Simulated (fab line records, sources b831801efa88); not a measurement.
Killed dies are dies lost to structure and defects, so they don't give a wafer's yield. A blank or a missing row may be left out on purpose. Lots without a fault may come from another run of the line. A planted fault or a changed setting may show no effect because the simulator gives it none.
Tool commonality check | flow sky130 | 15 lots, 45 wafers sampled

WHY IT WAS OPENED
At SKY_VT_ADJUST_LVTN_TW_MEAS_10 the reading VT_ADJUST_LVTN_TW is flagged on 3 of 15 lots. Wafers without a fault read 241.2, standard deviation 2.4.
Rule: a lot is flagged when every wafer of it that has a number lies more than 4 standard deviations from that mean, or none has a number. The other lots count as sound.

lot  | measured     | on            | VT_ADJUST_LVTN_TW, wafer by wafer | flag
L930 | day 6 22:28  | film_metro-03 | 244.7 242.2 244.4                 |
L931 | day 7 06:32  | film_metro-03 | 242.5 242.5 243.8                 |
L932 | day 7 09:08  | film_metro-02 | 241.8 242.5 241.2                 |
L933 | day 7 18:51  | film_metro-01 | 235.5 236.5 237.3                 |
L934 | day 8 15:58  | film_metro-02 | 241.0 241.7 242.0                 |
L936 | day 8 22:24  | film_metro-01 | 29.6 29.7 29.8                    | FLAGGED
L937 | day 9 05:53  | film_metro-02 | 30.4 30.4 30.2                    | FLAGGED
L938 | day 9 06:26  | film_metro-02 | 30.1 30.3 30.2                    | FLAGGED
L940 | day 9 23:42  | film_metro-03 | 242.1 242.3 243.1                 |
L946 | day 11 07:28 | film_metro-02 | 244.4 244.6 242.0                 |
L947 | day 11 15:08 | film_metro-02 | 243.3 243.5 243.1                 |
L948 | day 11 22:15 | film_metro-01 | 236.2 236.7 237.4                 |
L949 | day 12 03:56 | film_metro-03 | 241.6 240.5 240.9                 |
L950 | day 12 14:03 | film_metro-02 | 243.6 242.2 241.9                 |
L951 | day 12 22:15 | film_metro-01 | 238.4 237.5 238.5                 |
The numbers of the flagged lots are 30.1 on average: -211.1 against the usual, or -88 standard deviations.

WHICH TOOL RAN EACH LOT
The record holds 1 process step before the reading, out of a route of 708 steps. In each cell: the tool, then ch and the chambers that the sampled wafers went through, then the start.
lot  | flag    | SKY_VT_ADJUST_LVTN_IMPLANT_08
L930 |         | implanter-01 ch 0, day 6 22:13
L931 |         | implanter-01 ch 0, day 7 06:18
L932 |         | implanter-01 ch 0, day 7 08:54
L933 |         | implanter-04 ch 0, day 7 18:37
L934 |         | implanter-01 ch 0, day 8 15:43
L936 | FLAGGED | implanter-01, day 8 22:10
L937 | FLAGGED | implanter-04, day 9 05:39
L938 | FLAGGED | implanter-03, day 9 06:11
L940 |         | implanter-01 ch 0, day 9 23:27
L946 |         | implanter-03 ch 0, day 11 07:13
L947 |         | implanter-03 ch 0, day 11 14:54
L948 |         | implanter-04 ch 0, day 11 22:00
L949 |         | implanter-03 ch 0, day 12 03:42
L950 |         | implanter-03 ch 0, day 12 13:48
L951 |         | implanter-01 ch 0, day 12 22:01
What these steps do:
- SKY_VT_ADJUST_LVTN_IMPLANT_08
- SKY_VT_ADJUST_LVTN_TW_MEAS_10

FLAGGED OVER TOTAL, TOOL BY TOOL (the gauges that took the reading come last)
step                          | tool          | lots run | flagged | share of the flagged lots | sound lots run after its first flagged lot
SKY_VT_ADJUST_LVTN_IMPLANT_08 | implanter-01  | 7        | 1       | some                      | 2 (L940,L951)
SKY_VT_ADJUST_LVTN_IMPLANT_08 | implanter-03  | 5        | 1       | some                      | 4 (L946,L947,L949,L950)
SKY_VT_ADJUST_LVTN_IMPLANT_08 | implanter-04  | 3        | 1       | some                      | 1 (L948)
SKY_VT_ADJUST_LVTN_TW_MEAS_10 | film_metro-01 | 4        | 1       | some                      | 2 (L948,L951)
SKY_VT_ADJUST_LVTN_TW_MEAS_10 | film_metro-02 | 7        | 2       | some                      | 3 (L946,L947,L950)
SKY_VT_ADJUST_LVTN_TW_MEAS_10 | film_metro-03 | 4        | 0       | none                      | -

WHAT THE TABLE ALLOWS
No row of the table ran every flagged lot.

WHAT THE SIMULATOR HAD PUT IN
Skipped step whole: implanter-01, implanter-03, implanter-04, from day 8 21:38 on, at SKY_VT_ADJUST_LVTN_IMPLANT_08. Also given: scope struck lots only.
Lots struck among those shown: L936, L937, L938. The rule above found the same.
